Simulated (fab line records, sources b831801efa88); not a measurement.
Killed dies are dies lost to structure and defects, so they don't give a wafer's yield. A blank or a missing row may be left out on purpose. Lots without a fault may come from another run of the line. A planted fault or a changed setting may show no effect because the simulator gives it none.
fab line records | flow sfq_line
record lots=7 wafers=21 last_day=78
route steps=325 shown M1@69 I1@73
lots that met no fault: from a run of the same line without faults
start_h: hours from the record's first day to the start of the lot's first wafer shown | wait_h: hours since the lot's step before | " the same as in the row above | L1.1+2: a row that stands for several wafers | - no value, or no start given | * or withheld: withheld | < > ~ a bound
route shown NAME@n: a module of which the file shows steps, and the number in the route of the first | usual: mean/standard deviation of fault-free wafers | same: alike in all rows | chamber/n: place in a boat | sites: the reading at each site | _std_site: their standard deviation | _edge_site: outer sites' mean less inner sites' | radius_mm: how far each site lies from the wafer's centre | mask NAME#n: copy n | behind: the tool/chamber that last shaped the wafer | hold: why the lot was held/for how many hours/how that ended | device: the transistor (n, p or np) that didn't switch | end of line: the same wafers' tests at the end of the route | a step without rows: its recipe alone | killed: dies lost to structure and defects at the first sort, not the wafer's yield | map: a wafer's dies, x killed, . not, _ none there
set.NAME: the setting as run; set.NAME@STEP: as run at that earlier step | model.NAME: the simulator's own value behind a step, which no gauge read
lots at some steps of the route; a table a step, a row a wafer
services: from which hour (start_h, from the record's first day; less than 0 if before it) a tool's chamber was out of use, for how many hours, and why
## steps
# step SFQ_TRILAYER_M1_BARC_OPEN_METAL_ETCH_054
# recipe mask_material=PR chemistry=O2 target_depth_nm=125 target=BARC icp_w=600 bias_w=80 pressure_mtorr=10 time_s=41.7
# usual drypump_motor_current_A=6.17/0.28 oes_product_au=0.685/0.004
# columns lot.wafer tool chamber start_h wait_h drypump_motor_current_A oes_product_au rf_hours_counter_h
L369.2 rie_metal-03 1 385.77 0.0 6.63 0.684 14
L369.4 " 1 " " 6.58 0.691 -
L369.6 " 1 " " 6.62 0.685 -
L371.1 rie_metal-03 0 392.97 0.0 5.92 0.690 57
L371.3 " 1 " " 6.62 0.680 -
L371.5 " 1 " " 6.61 0.680 -
L372.2 rie_metal-03 1 398.97 0.0 6.59 0.684 17
L372.5 " 0 " " 5.91 0.686 -
L372.6 " 1 " " 6.64 0.692 -
L373.1 rie_metal-03 1 412.17 0.0 6.61 0.688 20
L373.2 " 0 " " 5.89 0.681 62
L373.5 " 0 " " 5.90 0.684 -
L375.2 rie_metal-03 0 428.97 0.0 5.90 0.689 65
L375.5 " 1 " " 6.58 0.693 -
L375.6 " 0 " " 5.89 0.687 -
L378.2 rie_metal-01 0 455.37 0.0 6.23 0.691 76
L378.5 " 0 " " 6.22 0.685 -
L378.6 " 1 " " 6.31 0.686 -
L381.1 rie_metal-04 0 476.07 0.0 5.82 0.682 68
L381.2 " 1 " " 6.09 0.683 102
L381.5 " 0 " " 5.86 0.685 -
# step SFQ_TRILAYER_M1_ETCH_METAL_ETCH_042
# recipe target=Nb stop_on=SiO2 mask_material=PR chemistry=Cl2/Ar target_depth_nm=240 icp_w=600 bias_w=80 pressure_mtorr=10 time_s=120
# usual drypump_motor_current_A=6.17/0.28 oes_product_au=0.889/0.01
# columns lot.wafer tool chamber start_h wait_h drypump_motor_current_A oes_product_au rf_hours_counter_h
L369.2 rie_metal-03 1 385.83 0.0 6.58 0.872 14
L369.4 " 1 " " 6.55 0.876 -
L369.6 " 1 " " 6.58 0.893 -
L371.1 rie_metal-03 0 393.03 0.0 5.92 0.888 57
L371.3 " 1 " " 6.61 0.883 -
L371.5 " 1 " " 6.59 0.889 -
L372.2 rie_metal-03 1 399.03 0.0 6.60 0.900 17
L372.5 " 0 " " 5.88 0.913 -
L372.6 " 1 " " 6.62 0.903 -
L373.1 rie_metal-03 1 412.23 0.0 6.61 0.882 20
L373.2 " 0 " " 5.90 0.885 62
L373.5 " 0 " " 5.91 0.880 -
L375.2 rie_metal-03 0 429.03 0.0 5.90 0.882 65
L375.5 " 1 " " 6.63 0.887 -
L375.6 " 0 " " 5.91 0.891 -
L378.2 rie_metal-01 0 455.43 0.0 6.22 0.877 76
L378.5 " 0 " " 6.23 0.883 -
L378.6 " 1 " " 6.30 0.873 -
L381.1 rie_metal-04 0 476.13 0.0 5.83 0.891 68
L381.2 " 1 " " 6.10 0.888 102
L381.5 " 0 " " 5.84 0.892 -
# step SFQ_TRILAYER_M1_STRIP_STRIP_043
# recipe gas=O2 power_w=200 platen_temp_c=40 overash_fraction=0.65 chemistry=O2 pressure_mtorr=50
# usual drypump_motor_current_A=6.17/0.28 oes_product_au=0.994/0.0086 platen_temp_c=39.99/0.11
# columns lot.wafer tool chamber start_h wait_h drypump_motor_current_A oes_product_au platen_temp_c rf_hours_counter_h
L369.2 rie_metal-03 1 385.95 0.1 6.62 1.000 40.09 14
L369.4 " 1 " " 6.63 1.003 40.20 -
L369.6 " 1 " " 6.62 0.996 40.03 -
L371.1 rie_metal-03 0 393.15 0.1 5.91 0.991 39.93 57
L371.3 " 1 " " 6.59 0.995 39.87 -
L371.5 " 1 " " 6.58 0.999 39.71 -
L372.2 rie_metal-03 1 399.15 0.1 6.58 0.992 40.00 18
L372.5 " 0 " " 5.90 0.994 39.96 -
L372.6 " 1 " " 6.60 1.008 40.08 -
L373.1 rie_metal-03 1 412.35 0.1 6.62 1.008 39.88 20
L373.2 " 0 " " 5.94 1.008 39.99 62
L373.5 " 0 " " 5.90 0.997 40.03 -
L375.2 rie_metal-03 0 429.15 0.1 5.90 0.989 39.88 65
L375.5 " 1 " " 6.60 0.989 40.11 -
L375.6 " 0 " " 5.91 0.988 39.89 -
L378.2 rie_metal-01 0 455.55 0.1 6.19 0.991 40.02 76
L378.5 " 0 " " 6.19 0.990 39.87 -
L378.6 " 1 " " 6.37 0.987 39.92 -
L381.1 rie_metal-04 0 476.25 0.1 5.85 0.993 39.98 68
L381.2 " 1 " " 6.10 0.999 40.00 102
L381.5 " 0 " " 5.84 0.988 39.97 -
# step SFQ_TRILAYER_M1_STRIP_SOLV_CLEAN_044
# recipe chemistry=NMP temp_c=70 time_s=600
# step SFQ_TRILAYER_I1_DEP_PECVD_045
# recipe material=SiO2 temp_c=150 time_s=111.11 pressure_torr=2.4 rf_w=183.3 precursor=SiH4/N2O target_thk_nm=500
# usual heater_power_outer_w=28/7.2 heater_power_w=83/11 throttle_valve_pct=25.5/1.7
# columns lot.wafer tool chamber start_h wait_h heater_power_outer_w heater_power_w throttle_valve_pct
L369.2 pecvd-01 1 386.73 0.0 36 90 23.5
L369.4 " 1 " " 38 93 23.4
L369.6 " 2 " " 13 68 25.2
L371.1 pecvd-01 2 393.93 0.0 18 73 25.3
L371.3 " 1 " " 40 97 23.6
L371.5 " 2 " " 20 77 25.0
L372.2 pecvd-04 2 399.93 0.0 36 102 25.3
L372.5 " 2 " " 23 86 25.3
L372.6 " 0 " " 31 87 26.5
L373.1 pecvd-01 1 413.14 0.0 43 101 23.6
L373.2 " 0 " " 24 75 26.1
L373.5 " 2 " " 22 79 25.3
L375.2 pecvd-03 2 429.93 0.0 25 75 28.8
L375.5 " 0 " " 21 72 23.2
L375.6 " 1 " " 42 100 27.0
L378.2 pecvd-04 0 456.33 0.0 31 86 26.8
L378.5 " 2 " " 29 95 25.3
L378.6 " 0 " " 32 89 26.9
L381.1 pecvd-03 2 477.04 0.0 19 68 28.6
L381.2 " 0 " " 27 82 23.3
L381.5 " 1 " " 43 102 27.1
# step SFQ_TRILAYER_I1_CMP_CMP_046
# recipe material=SiO2 down_force_psi=3 platen_rpm=60 pad_velocity_m_s=0.94248
# usual edge_zone_pressure_frac=1.000/0.005 motor_current_A=10.5/1 platen_rpm=60.00/0.037 retaining_ring_pressure_frac=1.000/0.0047 time_to_endpoint_s=212/9
# columns lot.wafer tool chamber start_h wait_h edge_zone_pressure_frac motor_current_A platen_rpm retaining_ring_pressure_frac time_to_endpoint_s
L369.2 cmp-01 0 388.60 1.8 1.004 10.3 59.96 1.009 223
L369.4 " 2 389.60 2.8 0.998 10.6 60.05 0.998 212
L369.6 " 1 391.10 4.3 0.997 12.9 60.06 1.001 225
L371.1 cmp-02 2 396.80 2.8 1.003 9.3 59.98 1.001 217
L371.3 " 3 " " 0.998 10.9 60.01 1.000 196
L371.5 " 1 398.30 4.3 0.995 9.0 60.06 0.994 221
L372.2 cmp-01 0 404.10 4.1 0.994 10.7 60.06 0.998 211
L372.6 " 3 405.60 5.6 1.002 10.7 59.99 1.000 221
L372.5 " 0 " " 0.997 10.4 60.07 1.000 220
L373.2 cmp-01 2 416.10 2.9 0.998 10.8 60.03 0.998 202
L373.1 " 3 " " 1.007 10.8 60.00 0.999 221
L373.5 " 1 417.60 4.4 0.999 12.4 59.99 0.998 221
L375.2 cmp-01 0 431.60 1.6 0.991 10.9 59.96 0.997 207
L375.6 " 2 432.60 2.6 0.988 11.5 60.05 1.003 199
L375.5 " 3 " " 0.998 11.1 59.99 0.997 222
L378.2 cmp-02 1 457.90 1.5 1.000 9.3 60.03 0.994 202
L378.6 " 2 " " 1.000 9.3 60.03 0.998 220
L378.5 " 3 " " 1.002 11.7 60.01 1.004 200
L381.2 cmp-01 1 477.12 0.0 0.996 12.6 59.98 1.002 206
L381.1 " 2 " " 0.999 11.8 59.91 1.000 199
L381.5 " 2 479.62 2.5 1.001 11.0 59.92 0.997 193
# step SFQ_I1_BOW_MEAS_912
# recipe mode=bow
# usual I1_BOW=1/7.9
# columns lot.wafer tool chamber start_h wait_h I1_BOW[um]
L369.2 film_metro-01 - 391.62 2.5 3
L369.4 " - " " 6
L369.6 " - " " 4
L371.1 film_metro-02 - 398.80 1.5 14
L371.3 " - " " 8
L371.5 " - " " 2
L372.2 film_metro-01 - 406.62 2.0 9
L372.5 " - " " 6
L372.6 " - " " 2
L373.1 film_metro-01 - 418.60 1.5 3
L373.2 " - " " -1
L373.5 " - " " -5
L375.2 film_metro-04 - 433.62 1.5 -15
L375.5 " - " " -4
L375.6 " - " " 0
L378.2 film_metro-04 - 459.42 1.0 10
L378.5 " - " " 0
L378.6 " - " " 7
L381.1 film_metro-02 - 480.12 2.0 -9
L381.2 " - " " -3
L381.5 " - " " -6
# step SFQ_TRILAYER_I1_METRO_MEASURE_047
# step SFQ_TRILAYER_I1_VIA_LITHO_COAT_054
# recipe resist=BARC spin_rpm=3000 resist_thk_nm=62
# step SFQ_TRILAYER_I1_VIA_LITHO_COAT_049
# recipe resist=KrF spin_rpm=3000 resist_thk_nm=650
# step SFQ_TRILAYER_I1_VIA_LITHO_SOFTBAKE_053
# recipe temp_c=withheld time_s=withheld resist=KrF
# step SFQ_TRILAYER_I1_VIA_LITHO_EXPOSE_050
# recipe mask_id=I1 na=0.6 source_shape=conventional sigma_outer=0.65 target_cd_nm=500 dose_mj=21.3
# step SFQ_TRILAYER_I1_VIA_LITHO_PEB_052
# recipe peb_temp_c=115 peb_time_s=60 resist=KrF
# usual chill_plate_temp_C=23.01/0.12 exhaust_pa=45.2/0.85
# columns lot.wafer tool chamber start_h wait_h chill_plate_temp_C exhaust_pa
L369.2 litho_track-02 0 482.17 0.8 22.94 45.4
L369.4 " 0 " " 22.89 46.1
L369.6 " 0 " " 22.87 46.2
L371.1 litho_track-01 - 489.35 1.0 - -
L371.3 " - " " - -
L371.5 " - " " - -
L372.2 litho_track-02 - 500.27 0.8 - -
L372.5 " - " " - -
L372.6 " - " " - -
L373.1 litho_track-02 - 511.05 1.0 - -
L373.2 " - " " - -
L373.5 " - " " - -
L375.2 litho_track-03 0 527.87 0.8 23.12 46.8
L375.5 " 0 " " 23.04 47.4
L375.6 " 0 " " 23.00 46.7
L378.2 litho_track-01 0 557.84 0.8 23.13 45.3
L378.5 " 0 " " 23.14 45.0
L378.6 " 0 " " 23.02 46.0
L381.1 litho_track-02 0 575.81 1.0 23.16 45.6
L381.2 " 0 " " 23.14 45.6
L381.5 " 0 " " 23.17 44.9
# step SFQ_TRILAYER_I1_VIA_LITHO_DEVELOP_051
# recipe time_s=60 resist=KrF
## services
# columns tool chamber start_h hours kind
pecvd-03 0 369.39 4.7 repair
pecvd-03 - 389.35 1.0 repair
cmp-01 - 392.29 2.0 repair
cmp-02 - 407.80 4.0 pm
cmp-01 - 411.16 1.0 repair
cmp-02 - 411.80 - consumable_replace:conditioner
cmp-02 - 411.80 - consumable_replace:pad
pecvd-01 2 418.32 25.2 repair
pecvd-04 - 430.32 0.8 repair
cmp-01 - 441.61 4.2 pm
pecvd-04 2 456.84 4.6 repair
cmp-01 - 473.27 0.3 repair
pecvd-03 - 474.81 0.7 repair
pecvd-03 2 478.25 9.1 repair
pecvd-03 - 482.47 1.1 repair
pecvd-03 0 499.02 5.2 repair
pecvd-01 2 499.33 29.9 repair
pecvd-04 - 500.39 2.8 pm
cmp-02 - 507.59 0.9 repair
cmp-01 - 527.79 2.2 repair
pecvd-04 - 541.22 0.7 repair
cmp-01 - 545.52 4.1 pm
pecvd-03 - 553.56 4.3 pm
pecvd-03 - 563.75 14.0 pm
## key
first_sign step=SFQ_TRILAYER_I1_VIA_LITHO_PEB_052 reading=tool_record direction=missing
effect none on later readings
met_at SFQ_TRILAYER_I1_VIA_LITHO_PEB_052
struck_wafers L371.1,L371.3,L371.5,L372.2,L372.5,L372.6,L373.1,L373.2,L373.5
onset_between 482.17 489.35
fault kind=skipped_step_whole tool=litho_track-01,litho_track-02 chamber=- onset_h=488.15 steps=SFQ_TRILAYER_I1_VIA_LITHO_PEB_052 scope=struck_lots_only
